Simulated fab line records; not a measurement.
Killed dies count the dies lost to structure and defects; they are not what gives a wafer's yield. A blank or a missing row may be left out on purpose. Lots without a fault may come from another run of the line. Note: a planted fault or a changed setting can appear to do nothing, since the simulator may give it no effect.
Comparing a struck lot with a sound one ; flow sky130 ; 16 out of 708 route steps
Sound: these wafers, L751.1, L751.2, L751.4. Struck: wafers L752.2, L752.3, L752.5. The cause is given at the end.
For every step that has rows: the tool of each side, followed by ch and its chambers, followed by its first start. Under that, the readings that differ: sound wafers ; struck wafers ; difference of the means ; sigmas: that difference in standard deviations of wafers without a fault.
alike: words and numbers the same on both sides, and readings whose means are apart by under 2 such deviations; not compared: readings that were withheld, readings missing a value for some wafer, numbers with overlapping values and no deviation given by the record, and bounds like >300 which may hide the same value.
The two part at a step that has a row with sigmas, a row that says differs or no value, or rows on one side only. Non-overlapping numbers with no deviation appear without sigmas and do not part them. Lack of a reading on every wafer of one side parts them only where that side has two or more wafers.

first, 2 steps without rows for these wafers: SKY_METAL3_PEB_11; SKY_METAL3_DEVELOP_12 (develop time 60 s).
SKY_METAL3_CD_MEAS_13: the cd target is 300 nm.
  struck on cd_sem-02, day 41 06:08; sound on cd_sem-02, day 40 18:34
  alike: cd_nm
SKY_METAL3_OVL_MEAS_14:
  struck on overlay-02, day 41 06:14; sound on overlay-02, day 40 18:41
  alike: METAL3_OVL
SKY_METAL3_DESCUM_15: chemistry O2, time 8 s.
  sound on rie_metal-02 ch 0,1, day 40 18:43; struck on rie_metal-02 ch 0,1, day 41 06:16
  alike: drypump_motor_current_A, oes_product_au
  not compared: rf_hours_counter_h
then, 1 step without rows for these wafers: SKY_METAL3_ETCH_16 (etches BARC in N2/H2, stops on SiO2, time 88.2 s, target depth 60 nm).
SKY_METAL3_ETCH_17: etches SiO2 in C4F8/O2/Ar, stops on TiN, time 3.9 s, target depth 15 nm.
  sound on rie_diel-04 ch 0,1,3, day 40 18:51; struck on rie_diel-04 ch 0,3, day 41 06:24
  alike: oes_product_au
  not compared: rf_hours_counter_h
SKY_METAL3_METAL_ETCH_18: etches the open film in Cl2/BCl3, stops on SiO2, target depth 845 nm, time 183.1 s.
  sound on rie_metal-01 ch 0,1, day 40 18:52; struck on rie_metal-01 ch 0,1, day 41 06:25
  alike: drypump_motor_current_A, oes_product_au, throttle_valve_pct
  not compared: rf_hours_counter_h
SKY_METAL3_STRIP_19: strips in O2/N2.
  sound on plasma_asher-02 ch 0,1, day 40 19:03; struck on plasma_asher-04 ch 0,1, day 41 06:36
  alike: drypump_motor_current_A, oes_product_au, strip_time_to_endpoint_s
  not compared: rf_hours_counter_h
then, 3 steps without rows for these wafers: SKY_METAL3_STRIP_20 (strips in post etch residue remover, time 1200 s); SKY_METAL3_CLEAN_21 (cleans in IPA, time 180 s); SKY_METAL3_CLEAN_22 (cleans in O3/DIW).
SKY_VIA3_HDPCVD_00: deposits SiO2, target thk 1635 nm, time 272.5 s.
  sound on hdpcvd-01 ch 0,1,2, day 40 19:38; struck on hdpcvd-01 ch 1,2, day 41 07:12
reading;sound;struck;difference;sigmas
run_length_s (s);300.2 299.5 300.1;290.2 289.3 289.2;-10.4;-30
model.SiO2_of_VIA3_HDPCVD_00.thk_nm (nm);1678 1648 1665;1599 1572 1596;-75;
SKY_VIA3_THK_MEAS_01:
  struck on film_metro-03, day 41 07:23; sound on film_metro-01, day 40 19:49
reading;sound;struck;difference;sigmas
VIA3_HDPCVD_THK (nm);1678 1649 1664;1599 1572 1594;-75;-4
SKY_VIA3_CMP_02: polishes SiO2.
  sound on cmp-01 ch 1,2,3, day 40 19:52; struck on cmp-02 ch 2,3, day 41 07:26
  alike: motor_current_A
-- the record jumps here: 7 days lie between the struck wafers' starts before and after (it left off in module VIA3 and takes up again in module PAD_OPEN, whose first step shown is number 708 of the route) --
SKY_PAD_OPEN_PROBE_99:
  struck on prober-02, day 48 00:31; sound on prober-01, day 47 14:05
  alike: defect_limited_yield, killed_at_M0_to_M3, killed_at_M4_up, killed_at_contacts, killed_at_front_end, killed_at_other, killed_dies, killed_open, killed_short, sort_bin_3_pad_short, sort_bin_5_function, sort_bin_6_memory, sort_n_pass, sort_yield_pct

== WHERE THEY PART ==
Last at SKY_VIA3_THK_MEAS_01 as far as this record goes, first at SKY_VIA3_HDPCVD_00. Later steps at which nothing parts them and some readings are alike: SKY_VIA3_CMP_02, SKY_PAD_OPEN_PROBE_99.

WHY: what had been put in by the simulator
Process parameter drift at SKY_VIA3_HDPCVD_00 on hdpcvd-01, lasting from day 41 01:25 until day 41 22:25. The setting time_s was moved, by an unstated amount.
